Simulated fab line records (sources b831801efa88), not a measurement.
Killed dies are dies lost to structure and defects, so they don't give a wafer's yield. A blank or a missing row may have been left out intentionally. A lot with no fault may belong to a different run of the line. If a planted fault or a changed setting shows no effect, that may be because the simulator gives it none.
Which tool did it? ; flow gf180mcu ; 24 lots, 72 wafers sampled, at 2 steps of a route of 602

## WHAT EACH GAUGE READ, for each wafer
GF_MIM_RS_MEAS_10: measurement is done with a four-point probe.
lot;measured;on;MIM_ALCU_RS (ohm/sq)
L074;day 24 19:52;film metro-02;0.1599 0.1602 0.1607
L075;day 25 04:58;film metro-02;0.1610 0.1617 0.1613
L076;day 25 13:03;film metro-04;0.1601 0.1601 0.1588
L077;day 25 13:26;film metro-04;0.1585 0.1566 0.1574
L078;day 26 05:32;film metro-04;0.1601 0.1599 0.1587
L079;day 26 07:51;film metro-01;0.1583 0.1595 0.1592
L080;day 26 19:04;film metro-02;0.1584 0.1586 0.1599
L081;day 27 03:01;film metro-02;0.1640 0.1631 0.1617
L082;day 27 07:25;film metro-01;0.1580 0.1608 0.1602
L083;day 27 10:28;film metro-02;0.1604 0.1588 0.1605
L084;day 27 23:08;film metro-02;0.1599 0.1599 0.1614
L085;day 28 04:01;film metro-02;0.1587 0.1596 0.1597
L086;day 28 11:18;film metro-01;0.1612 0.1620 0.1624
L087;day 28 16:53;film metro-04;0.1594 0.1609 0.1604
L088;day 29 03:13;film metro-04;0.1609 0.1599 0.1589
L089;day 29 12:42;film metro-02;0.1614 0.1592 0.1602
L090;day 29 22:19;film metro-04;0.1596 0.1610 0.1604
L091;day 30 00:22;film metro-02;0.1597 0.1594 0.1618
L092;day 30 04:48;film metro-02;0.1590 0.1588 0.1600
L093;day 30 14:54;film metro-02;0.1609 0.1589 0.1593
L094;day 30 16:05;film metro-01;0.1622 0.1635 0.1656
L095;day 30 22:10;film metro-02;0.1598 0.1594 0.1602
L096;day 31 16:13;film metro-04;0.1586 0.1573 0.1566
L097;day 31 16:55;film metro-04;0.1559 0.1569 0.1565

## TOOL THAT RAN EACH LOT (tool first, then ch and the chambers of the sampled wafers, then the start)
lot;GF_V4_SPUTTER_21
L074;pvd sputter-04, day 24 18:46
L075;pvd sputter-03, day 25 03:46
L076;pvd sputter-01, day 25 11:56
L077;pvd sputter-03, day 25 12:19
L078;pvd sputter-01, day 26 04:23
L079;pvd sputter-01, day 26 06:43
L080;pvd sputter-03, day 26 17:55
L081;pvd sputter-03, day 27 01:53
L082;pvd sputter-04, day 27 06:18
L083;pvd sputter-03, day 27 09:17
L084;pvd sputter-03, day 27 22:02
L085;pvd sputter-01, day 28 02:55
L086;pvd sputter-04, day 28 10:11
L087;pvd sputter-04, day 28 15:45
L088;pvd sputter-03, day 29 01:40
L089;pvd sputter-04, day 29 11:34
L090;pvd sputter-01, day 29 21:13
L091;pvd sputter-01, day 29 23:13
L092;pvd sputter-04, day 30 03:41
L093;pvd sputter-04, day 30 13:43
L094;pvd sputter-01, day 30 14:57
L095;pvd sputter-03, day 30 21:02
L096;pvd sputter-03, day 31 15:02
L097;pvd sputter-03, day 31 15:47
- GF_V4_SPUTTER_21: material Ti, target thk 15 nm, time 80.02 s.

## WHAT THE TOOLS THEMSELVES READ (means of the sampled wafers that have a number; where no wafer has one, the mark that the record gives instead)
GF_V4_SPUTTER_21.
lot;tool;throttle valve pct (%)
L074;pvd sputter-04;30.1
L075;pvd sputter-03;30.7
L076;pvd sputter-01;30.0
L077;pvd sputter-03;30.5
L078;pvd sputter-01;30.1
L079;pvd sputter-01;30.1
L080;pvd sputter-03;30.7
L081;pvd sputter-03;30.6
L082;pvd sputter-04;30.1
L083;pvd sputter-03;31.3
L084;pvd sputter-03;30.9
L085;pvd sputter-01;30.7
L086;pvd sputter-04;30.7
L087;pvd sputter-04;29.5
L088;pvd sputter-03;30.3
L089;pvd sputter-04;30.4
L090;pvd sputter-01;28.7
L091;pvd sputter-01;31.6
L092;pvd sputter-04;30.4
L093;pvd sputter-04;30.8
L094;pvd sputter-01;29.2
L095;pvd sputter-03;30.3
L096;pvd sputter-03;30.4
L097;pvd sputter-03;31.4

## THE ANSWER, worked out from the rows above alone
Rule: the usual values come from the lots themselves. The widest of any qualifying gaps counts: lots, ordered by their means at a reading, are off when they make up no more than a third of the lots, leave a main group of 4 or more, and stand apart from it by 3 or more times the standard deviation of that group's means. The tables above print the reading to a certain number of digits; a main group whose means all agree to those digits is not used. Also off: a lot with no number at a reading for which 4 or more lots have one. Where the step has rows for the other lots, those lots are counted as sound. After the gauges, taken in route order, come the tools' own readings; for these a lot's mean is taken, as printed above. At the first step where some lot is off, the reading lying furthest off is the one used; lots without a number count as furthest.
Nothing can be told from this: no lot is off at any reading shown.

## WHAT THE SIMULATOR PUT IN
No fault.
